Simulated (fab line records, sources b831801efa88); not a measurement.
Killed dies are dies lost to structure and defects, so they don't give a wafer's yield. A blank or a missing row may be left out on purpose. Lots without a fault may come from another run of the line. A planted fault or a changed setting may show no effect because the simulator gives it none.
Chamber matching | flow sky130 | SKY_CONTACT_CMP_04 on cmp-01: 4 sister chambers
The step polishes SiO2. 4 wafers are shown with their chamber, then 8 later ones without.

WAFERS WITH THEIR CHAMBER
wafer  | chamber | motor_current_A (A)
L554.5 | 3       | 11.9
L559.5 | 0       | 10.9
L559.6 | 1       | 11.2
L560.2 | 2       | 10.0

WAFERS WITHOUT THEIR CHAMBER
wafer  | motor_current_A (A)
L560.4 | 11.9
L560.5 | 9.8
L561.1 | 10.6
L561.2 | 11.1
L561.6 | 9.8
L565.2 | 9.5
L565.4 | 12.4
L565.5 | 9.4

WHICH CHAMBER EACH WENT THROUGH
wafer  | from the rows above          | in truth
L560.4 | can't be placed: 3 or 1      | 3
L560.5 | 2                            | 2
L561.1 | can't be placed: 0 or 1 or 2 | 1
L561.2 | can't be placed: 1 or 0 or 3 | 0
L561.6 | 2                            | 2
L565.2 | 2                            | 2
L565.4 | can't be placed: 3 or 1      | 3
L565.5 | 2                            | 2
Placed correctly: 4 of 8. Can't be placed from these rows: 4 (the true chamber is among the candidates in 4). Placed wrongly: 0.
How it was worked out, from the rows above alone: a wafer's distance from a chamber is the root of the sum, over the readings, of the square of ((its reading less the chamber's mean) divided by the reading's scatter). The wafer belongs to the nearest chamber; if the next one is less than 2 further off, it can't be placed. A chamber's mean is the mean of its shown wafers. The scatter: with one shown wafer a chamber, the root of the mean of the squares of how far each hidden wafer lies from its nearest shown one.
